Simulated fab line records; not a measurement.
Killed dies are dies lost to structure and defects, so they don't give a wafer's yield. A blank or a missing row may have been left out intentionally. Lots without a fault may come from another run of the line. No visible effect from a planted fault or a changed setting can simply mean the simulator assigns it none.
Comparing a struck lot with a sound one	flow sky130	19 out of 708 route steps
Sound: the wafers L174.1, L174.2, L174.5. Wafers L181.1, L181.2, L181.5 were the ones struck. The cause is named last.
Per side, at each step with rows, come the tool, then ch with its chambers, and then its first start. Under that, the readings that differ: sound wafers	struck wafers	difference of the means	sigmas: that difference in standard deviations of wafers without a fault.
alike: readings with means less than 2 such deviations apart, plus words and numbers identical on both sides. not compared: withheld readings, readings lacking a value on some wafer, bounds such as >300 that could conceal the same value, and numbers that have no deviation in the record and whose values overlap.
A row with sigmas, a row that says differs or no value, or rows on one side alone: a step with any of these is where the two part. Numbers that have no deviation but don't overlap get no sigmas and don't part them. Lack of a reading on every wafer of one side parts them only where that side has two or more wafers.

SKY_LDD_HVP_OVL_MEAS_07:
  sound on overlay-01, day 24 07:31; struck on overlay-01, day 26 05:25
  alike: LDD_HVP_OVL
then, 1 step without rows for these wafers: SKY_LDD_HVP_IMPLANT_08.
SKY_LDD_HVP_STRIP_09: strips in O2/N2.
  sound on plasma_asher-03 ch 0,1, day 24 07:41; struck on plasma_asher-03 ch 0,1, day 26 05:35
  alike: drypump_motor_current_A, oes_product_au, strip_time_to_endpoint_s
  not compared: rf_hours_counter_h
SKY_LDD_HVP_TW_MEAS_10:
  sound on film_metro-02, day 24 07:47; struck on film_metro-02, day 26 05:41
  alike: LDD_HVP_TW
then, 7 steps without rows for these wafers: SKY_LDD_LDN_DEHYDRATE_00 (time 60 s); SKY_LDD_LDN_HMDS_01 (prime time 60 s); SKY_LDD_LDN_COAT_02 (resist thk 1140 nm); SKY_LDD_LDN_SOFTBAKE_03 (time 60 s); SKY_LDD_LDN_EXPOSE_04 (exposes mask LDNTM, target cd 700 nm); SKY_LDD_LDN_PEB_05; SKY_LDD_LDN_DEVELOP_06 (develop time 60 s).
SKY_LDD_LDN_OVL_MEAS_07:
  sound on overlay-01, day 25 13:07; struck on overlay-02, day 27 10:28
  alike: LDD_LDN_OVL
SKY_LDD_LDN_IMPLANT_08:
  sound on implanter-01 ch 0, day 25 13:14; struck on implanter-04 ch 0, day 27 10:29
reading	sound	struck	difference	sigmas
beam_energy_keV	14.993 14.993 14.990	15.001 15.003 15.007	+0.012	+2
dose_ions_cm2	1.2512e+13 1.2504e+13 1.2497e+13	1.279e+12 1.291e+12 1.255e+12	-1.123e+13	-99 or more
faraday_current_uA	72.1 68.4 70.0	6.9 7.1 6.9	-63.2	-42
then, 3 steps without rows for these wafers: SKY_LDD_LDN_IMPLANT_09; SKY_LDD_LDN_IMPLANT_10; SKY_LDD_LDN_IMPLANT_11.
SKY_LDD_LDN_STRIP_12: strips in O2/N2.
  sound on plasma_asher-01 ch 0,1, day 25 13:50; struck on plasma_asher-01 ch 0,1, day 27 11:05
  alike: drypump_motor_current_A, oes_product_au, strip_time_to_endpoint_s
  not compared: rf_hours_counter_h
SKY_LDD_LDN_TW_MEAS_13:
  sound on film_metro-04, day 25 13:56; struck on film_metro-01, day 27 11:25
reading	sound	struck	difference	sigmas
LDD_LDN_TW	1469 1467 1471	1355 1357 1359	-112	-14
  not compared: hold
-- record jumps: 21 days separate the struck wafers' starts on either side; left off in module LDD_LDN, taken up again in module PAD_OPEN, whose first shown step is the route's number 708 --
SKY_PAD_OPEN_PROBE_99:
  sound on prober-01, day 47 18:14; struck on prober-02, day 48 22:26
reading	sound	struck	difference	sigmas
model.etest.tip_sonos.rs_ohm_sq	2716 2734 2719	3101 3147 3126	+402	
  alike: killed_at_M0_to_M3, killed_at_M4_up, killed_at_contacts, killed_at_front_end, killed_at_other, killed_dies, killed_on_rim, killed_open, killed_short

WHERE THEY PART
First at SKY_LDD_LDN_IMPLANT_08; last, within this record, at SKY_LDD_LDN_TW_MEAS_13. Later steps at which nothing parts them and some readings are alike: SKY_PAD_OPEN_PROBE_99.

WHY: what the simulator had put in
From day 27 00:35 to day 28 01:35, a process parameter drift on implanter-04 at SKY_LDD_LDN_IMPLANT_08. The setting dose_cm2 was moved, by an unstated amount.
